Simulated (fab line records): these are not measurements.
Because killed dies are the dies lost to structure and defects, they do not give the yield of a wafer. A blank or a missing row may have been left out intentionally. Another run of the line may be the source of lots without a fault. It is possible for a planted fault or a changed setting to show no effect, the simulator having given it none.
fab line records	flow sky130
record: lots: 4	wafers: 12	last_day: 50
route steps=708 shown VIA2@527 METAL3@532 CAPM@537 PAD_OPEN@708
lots untouched by any fault: they come from a run of this same line in which no faults occurred
start_h: start of the lot's first displayed wafer, in hours after the record's first day	wait_h: time in hours since the lot's previous step	" same as the row above	L1.1+2: several wafers, shown together as one row	- no value, or no start given	* or withheld: withheld	< > ~ a bound
route shown NAME@n: names a module that has steps shown in the file, with the first one's number in the route	usual: mean/standard deviation of fault-free wafers	same: alike in all rows	chamber/n: place in a boat	sites: readings site by site	_std_site: their standard deviation	_edge_site: inner sites' mean taken away from outer sites' mean	radius_mm: for every site, how far away it sits from the centre of the wafer	mask NAME#n: copy n	behind: the tool/chamber that last shaped the wafer	hold: why the lot went on hold/how many hours it stayed there/how the hold came to an end	device: which transistor (n, p or np) failed to switch	end of line: at the end of the route, the tests of the same wafers	where a step has no rows: the recipe by itself	killed: at the first sort, the dies lost to defects and structure; wafer yield is something else	map: a wafer's dies, x killed, . not, _ none there
set.NAME: setting as actually run; set.NAME@STEP: the setting as run at that earlier step	model.NAME: the simulator's own value behind a step, which no gauge read
certain route steps with their lots: each step a table, each wafer a row
services: the hour from which a tool's chamber was out of use, counted from the record's first day as start_h (under 0 if before that day), plus the number of hours and why
== steps ==
step: SKY_VIA2_SPUTTER_20
recipe: material: TiN	target_thk_nm: 20	chamber_pressure_pa: 5	power_w: 4000	time_s: 80
step: SKY_VIA2_CVD_21
recipe: material: W	target_thk_nm: 420	time_s: 126.4	temp_c: 400	pressure_torr: 40
step: SKY_VIA2_CMP_24
recipe: stop_on: SiO2	t_overpolish_s: 20	down_force_psi: 3.5	platen_rpm: 60	target_thk_nm: 0	pad_velocity_m_s: 0.94248
step: SKY_METAL3_SPUTTER_00
recipe: material: Ti	target_thk_nm: 15	power_w: 3000	time_s: 10	chamber_pressure_pa: 0.4
step: SKY_METAL3_SPUTTER_01
recipe: material: TiN	target_thk_nm: 20	power_w: 6500	time_s: 16.7	chamber_pressure_pa: 0.4
step: SKY_METAL3_SPUTTER_02
recipe: material: AlCu	target_thk_nm: 735	power_w: 10600	time_s: 39.1	chamber_pressure_pa: 0.4
step: SKY_METAL3_SPUTTER_03
recipe: material: Ti	target_thk_nm: 5	power_w: 3000	time_s: 3.3	chamber_pressure_pa: 0.4
step: SKY_METAL3_SPUTTER_04
recipe: material: TiN	target_thk_nm: 70	power_w: 6500	time_s: 58.3	chamber_pressure_pa: 0.4
step: SKY_CAPM_CVD_00
recipe: material: SiO2	target_thk_nm: 15.5	temp_c: 400	time_s: withheld	rf_w: 450
step: SKY_CAPM_SPUTTER_02
recipe: material: TiN	target_thk_nm: 200	temp_c: 300	power_w: 6500	time_s: 166.7	chamber_pressure_pa: 0.4
usual: throttle_valve_pct: 29.7/1
lot.wafer	tool	chamber	start_h	wait_h	throttle_valve_pct	model.TiN_of_CAPM_SPUTTER_02.thk_nm
L157.1	pvd_sputter-02	-	919.21	0.1	29.3	145.2
L157.4	"	-	"	"	28.6	145
L157.5	"	-	"	"	29.3	143.6
L156.1	pvd_sputter-02	-	924.42	0.1	28.6	144.9
L156.3	"	-	"	"	30.1	196.8
L156.6	"	-	"	"	29.4	197
L168.2	pvd_sputter-02	-	994.56	0.0	29.3	201.9
L168.4	"	-	"	"	28.6	200.5
L168.5	"	-	"	"	29.2	201.1
L169.2	pvd_sputter-04	-	999.68	0.0	27.4	195.1
L169.4	"	-	"	"	30.1	199.5
L169.5	"	-	"	"	27.5	198.7
step: SKY_CAPM_RS_MEAS_03
recipe: thk_meas_gauge: four-point-probe	reads: TiN_of_CAPM_SPUTTER_02
usual: CAPM_TIN_RS: 6.93/0.089
lot.wafer	tool	chamber	start_h	wait_h	CAPM_TIN_RS[ohm/sq]
L157.1	film_metro-01	-	919.32	0.1	9.62
L157.4	"	-	"	"	9.63
L157.5	"	-	"	"	9.73
L156.1	film_metro-01	-	924.53	0.1	9.64
L156.3	"	-	"	"	7.03
L156.6	"	-	"	"	7.04
L168.2	film_metro-04	-	994.69	0.1	6.83
L168.4	"	-	"	"	6.90
L168.5	"	-	"	"	6.88
L169.2	film_metro-01	-	999.81	0.1	7.10
L169.4	"	-	"	"	6.94
L169.5	"	-	"	"	6.98
step: SKY_CAPM_THK_MEAS_04
recipe: thk_meas_gauge: xrf	reads: TiN_of_CAPM_SPUTTER_02
usual: CAPM_TIN_THK: 201.8/2.7
lot.wafer	tool	chamber	start_h	wait_h	CAPM_TIN_THK[nm]
L157.1	film_metro-01	-	919.44	0.1	147.9
L157.4	"	-	"	"	147.1
L157.5	"	-	"	"	145.4
L156.1	film_metro-01	-	924.65	0.1	146.9
L156.3	"	-	"	"	200.8
L156.6	"	-	"	"	200.1
L168.2	film_metro-04	-	994.80	0.1	203.7
L168.4	"	-	"	"	201.8
L168.5	"	-	"	"	203.7
L169.2	film_metro-01	-	999.92	0.1	198.9
L169.4	"	-	"	"	203.7
L169.5	"	-	"	"	201.8
step: SKY_CAPM_DEHYDRATE_05
recipe: temp_c: 200	time_s: 60
step: SKY_CAPM_HMDS_06
recipe: prime_time_s: 60	prime_temp_c: 120
step: SKY_CAPM_COAT_07
recipe: resist: NOVOLAK	spin_rpm: 3000	resist_thk_nm: 1140
step: SKY_CAPM_SOFTBAKE_08
recipe: temp_c: 90	time_s: 60	resist: NOVOLAK
step: SKY_CAPM_EXPOSE_09
recipe: mask_id: CAPM	na: 0.6	source_shape: conventional	sigma_outer: 0.6	polarization: unpolarized	target_cd_nm: 1000	dose_mj: 159
step: SKY_CAPM_PEB_10
recipe: temp_c: withheld	time_s: *	resist: NOVOLAK
step: SKY_CAPM_DEVELOP_11
recipe: resist: NOVOLAK	developer: TMAH	develop_time_s: 60	dev_temp_c: 23
step: SKY_CAPM_METAL_ETCH_13
recipe: target_depth_nm: 220	stop_on: SiO2	chemistry: Cl2/BCl3	target: TiN	pressure_mtorr: 10	icp_w: 900	bias_w: 48.5	Cl2_flow_sccm: 60	bcl3_flow_sccm: 30	time_s: 62.9
usual: drypump_motor_current_A: 5.4/0.65	mfc_cl2_sccm: 60.00/0.19	oes_product_au: 0.940/0.0085	rf_fwd_power_W: 892/3.6	throttle_valve_pct: 21.902/0.0092
lot.wafer	tool	chamber	start_h	wait_h	drypump_motor_current_A	mfc_cl2_sccm	oes_product_au	rf_fwd_power_W	rf_hours_counter_h	throttle_valve_pct
L157.1	rie_metal-02	0	944.11	0.0	5.0	60.16	0.787	894	10	21.993
L157.4	"	0	"	"	5.0	60.23	0.790	894	-	22.009
L157.5	"	0	"	"	5.0	60.29	0.784	891	-	21.994
L156.1	rie_metal-04	1	949.30	0.0	5.1	60.00	0.794	893	10	22.006
L156.3	"	0	"	"	6.3	59.95	0.931	888	-	21.908
L156.6	"	1	"	"	5.1	59.79	0.940	892	-	21.911
L168.2	rie_metal-02	0	1017.31	0.0	5.0	59.89	0.947	894	14	21.902
L168.4	"	0	"	"	5.0	59.91	0.949	893	-	21.896
L168.5	"	1	"	"	6.6	59.62	0.948	892	-	21.915
L169.2	rie_metal-02	1	1022.71	0.0	6.4	59.80	0.932	891	4	21.923
L169.4	"	0	"	"	5.0	59.78	0.943	895	-	21.905
L169.5	"	1	"	"	6.4	60.18	0.930	895	-	21.912
step: SKY_CAPM_STRIP_14
recipe: chemistry: O2/N2	power_w: 1400	pressure_mtorr: 1500	platen_temp_c: withheld	o2_flow_sccm: 3000	n2_flow_sccm: 300	overash_fraction: 0.5
step: SKY_CAPM_STRIP_15
recipe: chemistry: post_etch_residue_remover	time_s: 1200	temp_c: 72.5
step: SKY_CAPM_CLEAN_16
recipe: chemistry: IPA	time_s: 180	temp_c: 25
step: SKY_CAPM_CLEAN_17
recipe: chemistry: O3/DIW	dry: n2_spin
step: SKY_METAL3_DEHYDRATE_05
recipe: temp_c: 200	time_s: 60
step: SKY_METAL3_HMDS_06
recipe: prime_time_s: 60	prime_temp_c: 120
step: SKY_METAL3_COAT_07
recipe: resist: BARC	temp_c: withheld	time_s: withheld	spin_rpm: 3000	resist_thk_nm: 60
step: SKY_METAL3_COAT_08
recipe: resist: KrF-thick	spin_rpm: 3000	resist_thk_nm: 1140
step: SKY_METAL3_SOFTBAKE_09
recipe: temp_c: 100	time_s: 90	resist: KrF-thick
step: SKY_METAL3_EXPOSE_10
recipe: mask_id: MM3	na: 0.68	source_shape: annular	sigma_inner: 0.4	sigma_outer: 0.8	target_cd_nm: 300	dose_mj: 28
step: SKY_METAL3_PEB_11
recipe: peb_temp_c: withheld	peb_time_s: withheld	resist: KrF-thick
step: SKY_METAL3_DEVELOP_12
recipe: develop_time_s: 60	resist: KrF-thick	dev_temp_c: 21
step: SKY_METAL3_DESCUM_15
recipe: chemistry: O2	source_power_w: 150	bias_power_w: 0	pressure_mtorr: 10	temp_c: 40	time_s: 8
step: SKY_METAL3_ETCH_16
recipe: chemistry: N2/H2	target: BARC	ion_energy_ev: 200	bias_w: 100	pressure_mtorr: 30	n2_flow_sccm: 100	h2_flow_sccm: 200	icp_w: 500	stop_on: SiO2	time_s: 88.2	target_depth_a: 600
step: SKY_METAL3_ETCH_17
recipe: target: SiO2	stop_on: TiN	chemistry: C4F8/O2/Ar	source_w: 1500	bias_w: 1200	pressure_mtorr: 40	c4f8_flow_sccm: withheld	O2_flow_sccm: 6	Ar_flow_sccm: 300	time_s: 3.9	target_depth_a: 150
step: SKY_METAL3_METAL_ETCH_18
recipe: target_depth_a: 8450	stop_on: SiO2	over_etch_frac: 0.3	time_s: 183.1	chemistry: Cl2/BCl3	resist_sidewall_deg: 88	pressure_mtorr: 10	icp_w: 900	bias_w: 48.5	Cl2_flow_sccm: 60	bcl3_flow_sccm: 30
step: SKY_METAL3_STRIP_20
recipe: chemistry: post_etch_residue_remover	time_s: 1200	temp_c: 72.5
lot.wafer	tool	chamber	start_h	wait_h	model.TiN_of_CAPM_SPUTTER_02.thk_nm
L157.1	wet_bench-01	2	969.93	0.1	144.4
L157.4	"	2	"	"	144.1
L157.5	"	2	"	"	142.8
L156.1	wet_bench-03	0	974.29	0.1	144.1
L156.3	"	0	"	"	196
L156.6	"	0	"	"	196.2
L168.2	wet_bench-04	0	1041.48	0.1	201.1
L168.4	"	0	"	"	199.6
L168.5	"	0	"	"	200.2
L169.2	wet_bench-01	3	1045.50	0.1	194.3
L169.4	"	3	"	"	198.6
L169.5	"	3	"	"	197.8
step: SKY_PAD_OPEN_PROBE_99
usual: defect_limited_yield: 82.6/1.8	killed_at_M0_to_M3: 43/6.6	killed_at_M4_up: 2.9/1.6	killed_at_contacts: 24/4.9	killed_at_front_end: 15/4.5	killed_at_other: 0.2/0.45	killed_dies: 86/8.8	killed_open: 48/6.4	killed_short: 38/5.6	sort_bin_3_pad_short: 0.8/0.38	sort_bin_5_function: 10.2/1.4	sort_bin_6_memory: 6.4/1.1	sort_n_pass: 406/8.8	sort_yield_pct: 82.6/1.8
same: gross_dies: 492	killed_at_back_side: 0	sort_bin_4_leakage[%]: 0	sort_bin_8_speed[%]: 0
lot.wafer	tool	chamber	start_h	wait_h	defect_limited_yield[%]	killed_at_M0_to_M3	killed_at_M4_up	killed_at_contacts	killed_at_front_end	killed_at_other	killed_dies	killed_open	killed_short	sort_bin_3_pad_short[%]	sort_bin_5_function[%]	sort_bin_6_memory[%]	sort_n_pass	sort_yield_pct[%]	model.etest.cap_mim.plate_ohm_sq	model.etest.cap_mim.bv_v	model.etest.cap_mim.leak_log10_a_cm2
L157.1	prober-02	-	1133.39	0.1	80.3	50	3	23	20	1	97	51	46	1.0	10.8	7.9	395	80.3	8.282	12.34	-8.129
L157.4	prober-02	-	1133.54	0.2	83.5	48	1	19	13	0	81	43	38	0.8	8.9	6.7	411	83.5	8.328	12.4	-8.217
L157.5	prober-02	-	1133.59	0.2	85.4	44	1	15	12	0	72	37	35	1.0	7.9	5.7	420	85.4	8.398	12.67	-8.017
L156.1	prober-01	-	1136.93	0.1	79.3	49	2	33	18	0	102	51	51	1.6	10.8	8.3	390	79.3	8.323	12.58	-8.227
L156.3	prober-01	-	1137.03	0.2	81.5	39	2	34	15	1	91	59	32	0.6	11.0	6.9	401	81.5	6.173	12.91	-8.82
L156.6	prober-01	-	1137.18	0.2	81.1	53	3	26	11	0	93	45	48	1.4	12.0	5.5	399	81.1	6.141	13.59	-8.984
L168.2	prober-01	-	1188.29	0.1	85.2	33	3	23	14	0	73	44	29	0.2	9.6	5.1	419	85.2	5.995	13.94	-9.036
L168.4	prober-01	-	1188.39	0.2	83.1	41	2	24	16	0	83	45	38	1.2	9.1	6.5	409	83.1	5.912	14.28	-8.915
L168.5	prober-01	-	1188.44	0.2	83.1	40	2	20	21	0	83	43	40	0.4	10.0	6.5	409	83.1	6.057	14.19	-8.911
L169.2	prober-02	-	1190.42	0.1	83.7	59	1	14	6	0	80	47	33	1.0	8.1	7.1	412	83.7	6.156	13.46	-8.75
L169.4	prober-02	-	1190.52	0.2	83.5	38	3	29	10	1	81	53	28	0.6	11.2	4.7	411	83.5	5.988	14.48	-9.106
L169.5	prober-02	-	1190.57	0.2	81.9	43	4	25	17	0	89	47	42	0.2	11.8	6.1	403	81.9	6.009	14.36	-8.989
killed by level:class
L157.1 VIA1:geometric_particle:open=14 METAL1:geometric_particle:short=9 CONTACT:geometric_particle:open=8 VIA1:geometric_particle:short=6 FIELD_ISO:geometric_particle:open=5 POLY_GATE:geometric_particle:short=5 LI_CONTACT:geometric_particle:open=5 VIA2:geometric_particle:open=5
L157.4 VIA1:geometric_particle:open=11 FIELD_ISO:geometric_particle:short=7 CONTACT:geometric_particle:open=7 VIA2:geometric_particle:open=7 VIA3:geometric_particle:open=7 CONTACT:geometric_particle:short=6 METAL1:geometric_particle:short=5 VIA2:geometric_particle:short=5
L157.5 VIA1:geometric_particle:open=13 METAL1:geometric_particle:short=8 LI_CONTACT:geometric_particle:open=6 FIELD_ISO:geometric_particle:short=4 VIA2:geometric_particle:open=4 CONTACT:geometric_particle:open=4 METAL2:geometric_particle:short=4 VIA2:geometric_particle:short=4
L156.1 CONTACT:geometric_particle:open=14 VIA3:geometric_particle:open=10 FIELD_ISO:geometric_particle:short=8 METAL1:geometric_particle:short=8 LI_CONTACT:geometric_particle:open=7 VIA1:geometric_particle:open=7 VIA2:geometric_particle:open=5 CONTACT:geometric_particle:short=5
L156.3 LI_CONTACT:geometric_particle:open=12 VIA1:geometric_particle:open=12 CONTACT:geometric_particle:open=9 VIA3:geometric_particle:open=9 FIELD_ISO:geometric_particle:open=6 CONTACT:geometric_particle:short=6 FIELD_ISO:geometric_particle:short=5 LI_CONTACT:geometric_particle:short=4
L156.6 VIA1:geometric_particle:open=11 VIA3:geometric_particle:open=8 METAL3:geometric_particle:short=7 LI_CONTACT:geometric_particle:open=7 METAL1:geometric_particle:short=7 CONTACT:geometric_particle:open=7 CONTACT:geometric_particle:short=5 FIELD_ISO:geometric_particle:short=4
L168.2 CONTACT:geometric_particle:open=8 LI_CONTACT:geometric_particle:open=7 VIA1:geometric_particle:open=6 VIA3:geometric_particle:open=6 FIELD_ISO:geometric_particle:open=5 METAL1:geometric_particle:short=5 VIA2:geometric_particle:open=5 CONTACT:geometric_particle:short=4
L168.4 VIA1:geometric_particle:open=9 FIELD_ISO:geometric_particle:open=6 LI_CONTACT:geometric_particle:open=6 VIA2:geometric_particle:open=6 CONTACT:geometric_particle:open=5 CONTACT:geometric_particle:short=5 METAL2:geometric_particle:short=5 METAL3:geometric_particle:short=4
L168.5 CONTACT:geometric_particle:open=9 VIA1:geometric_particle:open=7 POLY_GATE:geometric_particle:open=6 VIA2:geometric_particle:short=6 VIA2:geometric_particle:open=6 FIELD_ISO:geometric_particle:short=5 CONTACT:geometric_particle:short=5 POLY_GATE:geometric_particle:short=4
L169.2 VIA1:geometric_particle:open=14 METAL1:geometric_particle:short=12 CONTACT:geometric_particle:open=9 VIA2:geometric_particle:open=9 METAL2:geometric_particle:short=5 METAL1:geometric_particle:open=5 VIA3:geometric_particle:open=4 VIA1:geometric_particle:short=4
L169.4 LI_CONTACT:geometric_particle:open=12 VIA1:geometric_particle:open=11 CONTACT:geometric_particle:open=9 METAL1:geometric_particle:short=5 VIA2:geometric_particle:open=5 VIA3:geometric_particle:open=4 METAL1:geometric_particle:open=4 LI_CONTACT:geometric_particle:short=4
L169.5 VIA1:geometric_particle:open=10 VIA1:geometric_particle:short=9 CONTACT:geometric_particle:open=8 FIELD_ISO:geometric_particle:open=7 LOCAL_INTERCONNECT:geometric_particle:short=6 VIA3:geometric_particle:open=5 POLY_GATE:geometric_particle:short=4 LI_CONTACT:geometric_particle:open=4
== services ==
tool	chamber	start_h	hours	kind
pvd_sputter-04	-	914.20	7.8	repair
rie_metal-02	1	927.32	-	clean
rie_metal-02	1	927.32	24.4	scheduled_down
rie_metal-02	1	927.32	24.4	vent_cycle
rie_metal-04	-	929.45	5.5	repair
wet_bench-01	-	952.75	1.9	pm
pvd_sputter-04	-	970.04	1.4	repair
pvd_sputter-02	-	972.47	2.1	repair
pvd_sputter-04	-	985.09	1.1	repair
pvd_sputter-04	-	989.58	3.3	repair
== key ==
first_sign: step: SKY_CAPM_RS_MEAS_03	reading: CAPM_TIN_RS	direction: up	sigmas: 31	usual: 6.93	struck: 9.65
effect: step: SKY_CAPM_THK_MEAS_04	reading: CAPM_TIN_THK	direction: down	sigmas: 21	usual: 201.8	struck: 146.8
effect: step: SKY_CAPM_METAL_ETCH_13	reading: oes_product_au	direction: down	sigmas: 18	usual: 0.940	struck: 0.789
model_effect: step: SKY_CAPM_SPUTTER_02	value: TiN_of_CAPM_SPUTTER_02.thk_nm	without: 198.8	struck: 144.7
model_effect: step: SKY_METAL3_STRIP_20	value: TiN_of_CAPM_SPUTTER_02.thk_nm	without: 197.9	struck: 143.8
model_effect: step: SKY_PAD_OPEN_PROBE_99	value: etest.cap_mim.plate_ohm_sq	without: 6.065	struck: 8.333
met_at SKY_CAPM_SPUTTER_02
struck_wafers L156.1,L157.1,L157.4,L157.5
fault: kind: process_parameter_drift	tool: pvd_sputter-02	chamber: -	onset_h: 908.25	steps: SKY_CAPM_SPUTTER_02	channel: target_thk_nm	offset: -54.098	shape: step	end_h: 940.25	scope: struck_wafers_only	acts_in: these_recipes_only	stated: 200
